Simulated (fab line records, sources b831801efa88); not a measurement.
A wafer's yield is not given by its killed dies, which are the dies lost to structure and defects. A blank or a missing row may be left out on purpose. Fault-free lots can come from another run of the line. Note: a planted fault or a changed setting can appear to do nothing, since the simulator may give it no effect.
Which tool was responsible? / flow sky130 / 11 lots, 33 wafers sampled, at 5 steps of a route of 708

WHAT THE GAUGES READ, wafer by wafer
Not one reading of a measure or inspect step in the record can be checked against a usual standard deviation.

WHICH TOOL RAN EACH LOT (tool, then ch and the chambers of the sampled wafers, then the start)
lot=L769; SKY_VIA4_HDPCVD_00=hdpcvd-02 ch 0,1, day 41 15:32; SKY_PASSIVATION_CVD_02=pecvd-04 ch 0,1, day 43 17:22; SKY_PAD_OPEN_ETCH_07=rieDiel-01 ch 0,1,2, day 45 13:58; SKY_PAD_OPEN_STRIP_08=plasmaAsher-02 ch 0,1, day 45 14:04; SKY_PAD_OPEN_PROBE_99=prober-02, day 45 16:37
lot=L771; SKY_VIA4_HDPCVD_00=hdpcvd-01 ch 0,1,2, day 42 10:38; SKY_PASSIVATION_CVD_02=pecvd-02 ch 0,1, day 44 11:37; SKY_PAD_OPEN_ETCH_07=rieDiel-01 ch 1,2,3, day 46 05:58; SKY_PAD_OPEN_STRIP_08=plasmaAsher-02 ch 0,1, day 46 06:06; SKY_PAD_OPEN_PROBE_99=prober-02, day 46 08:29
lot=L772; SKY_VIA4_HDPCVD_00=hdpcvd-01 ch 0,1,2, day 42 13:45; SKY_PASSIVATION_CVD_02=pecvd-02 ch 1,2, day 44 14:20; SKY_PAD_OPEN_ETCH_07=rieDiel-02 ch 0,1,2, day 46 08:53; SKY_PAD_OPEN_STRIP_08=plasmaAsher-01 ch 0,1, day 46 08:59; SKY_PAD_OPEN_PROBE_99=prober-01, day 46 11:18
lot=L773; SKY_VIA4_HDPCVD_00=hdpcvd-02 ch 0,1,2, day 43 02:05; SKY_PASSIVATION_CVD_02=pecvd-04 ch 0,1,2, day 45 00:02; SKY_PAD_OPEN_ETCH_07=rieDiel-03 ch 2, day 46 18:08; SKY_PAD_OPEN_STRIP_08=plasmaAsher-03 ch 0,1, day 46 18:18; SKY_PAD_OPEN_PROBE_99=prober-02, day 46 20:31
lot=L774; SKY_VIA4_HDPCVD_00=hdpcvd-02 ch 1,2, day 43 15:33; SKY_PASSIVATION_CVD_02=pecvd-02 ch 0,1, day 45 14:59; SKY_PAD_OPEN_ETCH_07=rieDiel-03 ch 0,2,3, day 47 08:10; SKY_PAD_OPEN_STRIP_08=plasmaAsher-01 ch 1, day 47 08:16; SKY_PAD_OPEN_PROBE_99=prober-01, day 47 10:28
lot=L775; SKY_VIA4_HDPCVD_00=hdpcvd-01 ch 0,1,2, day 43 16:25; SKY_PASSIVATION_CVD_02=pecvd-01 ch 0,1,2, day 45 16:15; SKY_PAD_OPEN_ETCH_07=rieDiel-01 ch 1,2,3, day 47 09:02; SKY_PAD_OPEN_STRIP_08=plasmaAsher-02 ch 0,1, day 47 09:11; SKY_PAD_OPEN_PROBE_99=prober-01, day 47 11:34
lot=L776; SKY_VIA4_HDPCVD_00=hdpcvd-01 ch 0,1,2, day 43 19:34; SKY_PASSIVATION_CVD_02=pecvd-02 ch 0,1,2, day 45 19:00; SKY_PAD_OPEN_ETCH_07=rieDiel-03 ch 0,1,3, day 47 12:25; SKY_PAD_OPEN_STRIP_08=plasmaAsher-01 ch 0,1, day 47 12:31; SKY_PAD_OPEN_PROBE_99=prober-01, day 47 14:53
lot=L777; SKY_VIA4_HDPCVD_00=hdpcvd-01 ch 0,1,2, day 43 22:35; SKY_PASSIVATION_CVD_02=pecvd-02 ch 0,1,2, day 45 21:12; SKY_PAD_OPEN_ETCH_07=rieDiel-01 ch 0,1,2, day 47 14:10; SKY_PAD_OPEN_STRIP_08=plasmaAsher-01 ch 0,1, day 47 14:16; SKY_PAD_OPEN_PROBE_99=prober-01, day 47 17:04
lot=L779; SKY_VIA4_HDPCVD_00=hdpcvd-01 ch 0,1,2, day 44 10:35; SKY_PASSIVATION_CVD_02=pecvd-01 ch 1,2, day 46 07:39; SKY_PAD_OPEN_ETCH_07=rieDiel-01 ch 0,2,3, day 47 22:36; SKY_PAD_OPEN_STRIP_08=plasmaAsher-01 ch 0,1, day 47 22:43; SKY_PAD_OPEN_PROBE_99=prober-01, day 48 01:26
lot=L785; SKY_VIA4_HDPCVD_00=hdpcvd-02 ch 0,1, day 46 04:38; SKY_PASSIVATION_CVD_02=pecvd-04 ch 0,1, day 47 22:07; SKY_PAD_OPEN_ETCH_07=rieDiel-02 ch 0,1,3, day 49 10:14; SKY_PAD_OPEN_STRIP_08=plasmaAsher-03 ch 0, day 49 10:20; SKY_PAD_OPEN_PROBE_99=prober-02, day 49 12:37
lot=L787; SKY_VIA4_HDPCVD_00=hdpcvd-02 ch 1,2, day 47 04:46; SKY_PASSIVATION_CVD_02=pecvd-02 ch 0,1,2, day 48 21:17; SKY_PAD_OPEN_ETCH_07=rieDiel-02 ch 1,2, day 50 06:38; SKY_PAD_OPEN_STRIP_08=plasmaAsher-01 ch 0,1, day 50 06:44; SKY_PAD_OPEN_PROBE_99=prober-01, day 50 10:10
- SKY_VIA4_HDPCVD_00: deposits SiO2, target thk 1750 nm, time 291.7 s.
- SKY_PASSIVATION_CVD_02: deposits Si3N4, target thk 540 nm.
- SKY_PAD_OPEN_ETCH_07: etches the open film in CF4/O2, stops on AlCu, target depth 725 nm, time 161.1 s.
- SKY_PAD_OPEN_STRIP_08: strips in O2/N2.
- SKY_PAD_OPEN_PROBE_99

WHAT THE TOOLS THEMSELVES READ (means of the sampled wafers that have a number; where no wafer has one, the mark that the record gives instead)
SKY_VIA4_HDPCVD_00. Usual: sih4FlowSccm reads 60.00 sccm (standard deviation 0.2).
lot=L769; tool=hdpcvd-02; sih4FlowSccm (sccm)=60.11; flag=
lot=L771; tool=hdpcvd-01; sih4FlowSccm (sccm)=60.07; flag=
lot=L772; tool=hdpcvd-01; sih4FlowSccm (sccm)=59.85; flag=
lot=L773; tool=hdpcvd-02; sih4FlowSccm (sccm)=59.97; flag=
lot=L774; tool=hdpcvd-02; sih4FlowSccm (sccm)=60.14; flag=
lot=L775; tool=hdpcvd-01; sih4FlowSccm (sccm)=60.06; flag=
lot=L776; tool=hdpcvd-01; sih4FlowSccm (sccm)=60.00; flag=
lot=L777; tool=hdpcvd-01; sih4FlowSccm (sccm)=59.84; flag=
lot=L779; tool=hdpcvd-01; sih4FlowSccm (sccm)=59.90; flag=
lot=L785; tool=hdpcvd-02; sih4FlowSccm (sccm)=60.15; flag=
lot=L787; tool=hdpcvd-02; sih4FlowSccm (sccm)=59.78; flag=

SKY_PASSIVATION_CVD_02. Usual: heaterPowerW reads 694 W (standard deviation 89).
lot=L769; tool=pecvd-04; heaterPowerW (W)=753; flag=
lot=L771; tool=pecvd-02; heaterPowerW (W)=780; flag=
lot=L772; tool=pecvd-02; heaterPowerW (W)=740; flag=
lot=L773; tool=pecvd-04; heaterPowerW (W)=768; flag=
lot=L774; tool=pecvd-02; heaterPowerW (W)=748; flag=
lot=L775; tool=pecvd-01; heaterPowerW (W)=559; flag=
lot=L776; tool=pecvd-02; heaterPowerW (W)=738; flag=
lot=L777; tool=pecvd-02; heaterPowerW (W)=726; flag=
lot=L779; tool=pecvd-01; heaterPowerW (W)=631; flag=
lot=L785; tool=pecvd-04; heaterPowerW (W)=763; flag=
lot=L787; tool=pecvd-02; heaterPowerW (W)=720; flag=

SKY_PAD_OPEN_ETCH_07. Usual: O2_flow_sccm 10.001 sccm, standard deviation 0.025; cf4FlowSccm 79.98 sccm, standard deviation 0.26; drypumpMotorCurrentA 6.00 A, standard deviation 0.28; oesProductAu 0.978 a.u., standard deviation 0.0074; throttleValvePct 5.966 %, standard deviation 0.0094.
lot=L769; tool=rieDiel-01; O2_flow_sccm (sccm)=10.001; cf4FlowSccm (sccm)=79.91; drypumpMotorCurrentA (A)=5.79; oesProductAu (a.u.)=0.977; throttleValvePct (%)=5.985; flag=
lot=L771; tool=rieDiel-01; O2_flow_sccm (sccm)=10.016; cf4FlowSccm (sccm)=80.06; drypumpMotorCurrentA (A)=5.98; oesProductAu (a.u.)=0.981; throttleValvePct (%)=5.966; flag=
lot=L772; tool=rieDiel-02; O2_flow_sccm (sccm)=9.995; cf4FlowSccm (sccm)=80.06; drypumpMotorCurrentA (A)=5.77; oesProductAu (a.u.)=0.980; throttleValvePct (%)=5.963; flag=
lot=L773; tool=rieDiel-03; O2_flow_sccm (sccm)=9.990; cf4FlowSccm (sccm)=79.85; drypumpMotorCurrentA (A)=6.36; oesProductAu (a.u.)=0.980; throttleValvePct (%)=5.968; flag=
lot=L774; tool=rieDiel-03; O2_flow_sccm (sccm)=10.021; cf4FlowSccm (sccm)=80.22; drypumpMotorCurrentA (A)=6.06; oesProductAu (a.u.)=0.980; throttleValvePct (%)=5.975; flag=
lot=L775; tool=rieDiel-01; O2_flow_sccm (sccm)=9.961; cf4FlowSccm (sccm)=79.99; drypumpMotorCurrentA (A)=5.98; oesProductAu (a.u.)=0.979; throttleValvePct (%)=5.965; flag=
lot=L776; tool=rieDiel-03; O2_flow_sccm (sccm)=9.980; cf4FlowSccm (sccm)=79.90; drypumpMotorCurrentA (A)=6.00; oesProductAu (a.u.)=0.980; throttleValvePct (%)=5.963; flag=
lot=L777; tool=rieDiel-01; O2_flow_sccm (sccm)=10.010; cf4FlowSccm (sccm)=80.14; drypumpMotorCurrentA (A)=5.80; oesProductAu (a.u.)=0.972; throttleValvePct (%)=5.960; flag=
lot=L779; tool=rieDiel-01; O2_flow_sccm (sccm)=9.994; cf4FlowSccm (sccm)=79.66; drypumpMotorCurrentA (A)=5.82; oesProductAu (a.u.)=0.970; throttleValvePct (%)=5.966; flag=
lot=L785; tool=rieDiel-02; O2_flow_sccm (sccm)=10.010; cf4FlowSccm (sccm)=79.66; drypumpMotorCurrentA (A)=5.97; oesProductAu (a.u.)=0.989; throttleValvePct (%)=5.971; flag=
lot=L787; tool=rieDiel-02; O2_flow_sccm (sccm)=9.993; cf4FlowSccm (sccm)=80.29; drypumpMotorCurrentA (A)=5.79; oesProductAu (a.u.)=0.980; throttleValvePct (%)=5.964; flag=

SKY_PAD_OPEN_STRIP_08. Usual: drypumpMotorCurrentA 6.1 A, standard deviation 0.45; oesProductAu 0.663 a.u., standard deviation 0.0043; stripTimeToEndpointS 37.05 s, standard deviation 0.098.
lot=L769; tool=plasmaAsher-02; drypumpMotorCurrentA (A)=5.1; oesProductAu (a.u.)=0.662; stripTimeToEndpointS (s)=37.05; flag=
lot=L771; tool=plasmaAsher-02; drypumpMotorCurrentA (A)=5.3; oesProductAu (a.u.)=0.662; stripTimeToEndpointS (s)=36.97; flag=
lot=L772; tool=plasmaAsher-01; drypumpMotorCurrentA (A)=6.3; oesProductAu (a.u.)=0.660; stripTimeToEndpointS (s)=37.22; flag=
lot=L773; tool=plasmaAsher-03; drypumpMotorCurrentA (A)=6.1; oesProductAu (a.u.)=0.657; stripTimeToEndpointS (s)=37.04; flag=
lot=L774; tool=plasmaAsher-01; drypumpMotorCurrentA (A)=6.3; oesProductAu (a.u.)=0.661; stripTimeToEndpointS (s)=36.91; flag=
lot=L775; tool=plasmaAsher-02; drypumpMotorCurrentA (A)=5.3; oesProductAu (a.u.)=0.664; stripTimeToEndpointS (s)=36.97; flag=
lot=L776; tool=plasmaAsher-01; drypumpMotorCurrentA (A)=6.3; oesProductAu (a.u.)=0.661; stripTimeToEndpointS (s)=37.15; flag=
lot=L777; tool=plasmaAsher-01; drypumpMotorCurrentA (A)=6.4; oesProductAu (a.u.)=0.660; stripTimeToEndpointS (s)=37.08; flag=
lot=L779; tool=plasmaAsher-01; drypumpMotorCurrentA (A)=6.4; oesProductAu (a.u.)=0.663; stripTimeToEndpointS (s)=37.01; flag=
lot=L785; tool=plasmaAsher-03; drypumpMotorCurrentA (A)=5.9; oesProductAu (a.u.)=0.666; stripTimeToEndpointS (s)=37.02; flag=
lot=L787; tool=plasmaAsher-01; drypumpMotorCurrentA (A)=6.4; oesProductAu (a.u.)=0.667; stripTimeToEndpointS (s)=37.06; flag=

SKY_PAD_OPEN_PROBE_99. Usual: defectLimitedYield 82.3 %, standard deviation 2; killed_at_M0_to_M3 44, standard deviation 7.8; killed_at_M4_up 2.9, standard deviation 1.7; killedAtContacts 24, standard deviation 5.4; killedAtFrontEnd 15, standard deviation 4.5; killedAtOther 0.3, standard deviation 0.55; killedDies 87, standard deviation 10; killedOpen 48, standard deviation 7.4; killedShort 39, standard deviation 5.9; sort_bin_3_pad_short 0.9 %, standard deviation 0.42; sort_bin_5_function 10.4 %, standard deviation 1.5; sort_bin_6_memory 6.4 %, standard deviation 1.2; sortNPass 405, standard deviation 10; sortYieldPct 82.3 %, standard deviation 2.
lot=L769; tool=prober-02; defectLimitedYield (%)=80.4; killed_at_M0_to_M3=48; killed_at_M4_up=2.3; killedAtContacts=27; killedAtFrontEnd=19; killedAtOther=0.7; killedDies=96; killedOpen=56; killedShort=41; sort_bin_3_pad_short (%)=0.9; sort_bin_5_function (%)=11.7; sort_bin_6_memory (%)=7.0; sortNPass=396; sortYieldPct (%)=80.4; flag=
lot=L771; tool=prober-02; defectLimitedYield (%)=80.7; killed_at_M0_to_M3=54; killed_at_M4_up=2.0; killedAtContacts=24; killedAtFrontEnd=14; killedAtOther=0.7; killedDies=95; killedOpen=52; killedShort=43; sort_bin_3_pad_short (%)=0.9; sort_bin_5_function (%)=11.3; sort_bin_6_memory (%)=7.1; sortNPass=397; sortYieldPct (%)=80.7; flag=
lot=L772; tool=prober-01; defectLimitedYield (%)=81.6; killed_at_M0_to_M3=44; killed_at_M4_up=2.3; killedAtContacts=27; killedAtFrontEnd=16; killedAtOther=0.0; killedDies=90; killedOpen=50; killedShort=40; sort_bin_3_pad_short (%)=0.8; sort_bin_5_function (%)=10.5; sort_bin_6_memory (%)=7.0; sortNPass=402; sortYieldPct (%)=81.6; flag=
lot=L773; tool=prober-02; defectLimitedYield (%)=81.4; killed_at_M0_to_M3=54; killed_at_M4_up=2.7; killedAtContacts=21; killedAtFrontEnd=13; killedAtOther=0.3; killedDies=91; killedOpen=54; killedShort=38; sort_bin_3_pad_short (%)=0.7; sort_bin_5_function (%)=10.9; sort_bin_6_memory (%)=6.9; sortNPass=401; sortYieldPct (%)=81.4; flag=
lot=L774; tool=prober-01; defectLimitedYield (%)=84.1; killed_at_M0_to_M3=32; killed_at_M4_up=3.3; killedAtContacts=29; killedAtFrontEnd=14; killedAtOther=0.0; killedDies=78; killedOpen=42; killedShort=36; sort_bin_3_pad_short (%)=0.5; sort_bin_5_function (%)=10.0; sort_bin_6_memory (%)=5.4; sortNPass=414; sortYieldPct (%)=84.1; flag=
lot=L775; tool=prober-01; defectLimitedYield (%)=82.9; killed_at_M0_to_M3=46; killed_at_M4_up=2.0; killedAtContacts=19; killedAtFrontEnd=17; killedAtOther=0.3; killedDies=84; killedOpen=50; killedShort=34; sort_bin_3_pad_short (%)=0.7; sort_bin_5_function (%)=9.7; sort_bin_6_memory (%)=6.7; sortNPass=408; sortYieldPct (%)=82.9; flag=
lot=L776; tool=prober-01; defectLimitedYield (%)=82.5; killed_at_M0_to_M3=45; killed_at_M4_up=3.0; killedAtContacts=24; killedAtFrontEnd=14; killedAtOther=0.3; killedDies=86; killedOpen=47; killedShort=39; sort_bin_3_pad_short (%)=1.3; sort_bin_5_function (%)=9.6; sort_bin_6_memory (%)=6.6; sortNPass=406; sortYieldPct (%)=82.5; flag=
lot=L777; tool=prober-01; defectLimitedYield (%)=79.7; killed_at_M0_to_M3=57; killed_at_M4_up=3.7; killedAtContacts=24; killedAtFrontEnd=14; killedAtOther=0.7; killedDies=100; killedOpen=57; killedShort=43; sort_bin_3_pad_short (%)=1.0; sort_bin_5_function (%)=12.9; sort_bin_6_memory (%)=6.4; sortNPass=392; sortYieldPct (%)=79.7; flag=
lot=L779; tool=prober-01; defectLimitedYield (%)=82.2; killed_at_M0_to_M3=45; killed_at_M4_up=1.3; killedAtContacts=27; killedAtFrontEnd=15; killedAtOther=0.0; killedDies=88; killedOpen=51; killedShort=36; sort_bin_3_pad_short (%)=0.7; sort_bin_5_function (%)=10.5; sort_bin_6_memory (%)=6.6; sortNPass=404; sortYieldPct (%)=82.2; flag=
lot=L785; tool=prober-02; defectLimitedYield (%)=75.8; killed_at_M0_to_M3=45; killed_at_M4_up=34.3; killedAtContacts=25; killedAtFrontEnd=13; killedAtOther=1.0; killedDies=119; killedOpen=52; killedShort=36; sort_bin_3_pad_short (%)=2.7; sort_bin_5_function (%)=13.5; sort_bin_6_memory (%)=8.0; sortNPass=373; sortYieldPct (%)=75.8; flag=OFF
lot=L787; tool=prober-01; defectLimitedYield (%)=81.8; killed_at_M0_to_M3=30; killed_at_M4_up=17.7; killedAtContacts=28; killedAtFrontEnd=14; killedAtOther=0.0; killedDies=89; killedOpen=42; killedShort=32; sort_bin_3_pad_short (%)=1.8; sort_bin_5_function (%)=11.2; sort_bin_6_memory (%)=5.2; sortNPass=403; sortYieldPct (%)=81.8; flag=OFF

THE ANSWER, worked out from the rows above alone
Rule: take the mean of a lot's wafers that have a number; if it is more than 3 standard deviations from the usual mean, the lot is off. Also off: a lot with no number at a reading for which 4 or more lots have one. The other lots that the step has rows for count as sound. Order of review: gauges by route order, followed by the tools' own readings, for which a lot's mean as printed above is used. The first step at which some lot is off is used, and at that step the reading that is off furthest; a lot without a number counts as furthest.
Off: L785, L787 (SKY_PAD_OPEN_PROBE_99, killed_at_M4_up).
If a tool, at that step or one of the process steps before it, ran each lot that is off and ran no sound lot following the first of them, it fits. Undecided on this evidence; 2 tools fit (hdpcvd-02 at SKY_VIA4_HDPCVD_00, rieDiel-02 at SKY_PAD_OPEN_ETCH_07).

WHAT HAD BEEN PUT IN BY THE SIMULATOR
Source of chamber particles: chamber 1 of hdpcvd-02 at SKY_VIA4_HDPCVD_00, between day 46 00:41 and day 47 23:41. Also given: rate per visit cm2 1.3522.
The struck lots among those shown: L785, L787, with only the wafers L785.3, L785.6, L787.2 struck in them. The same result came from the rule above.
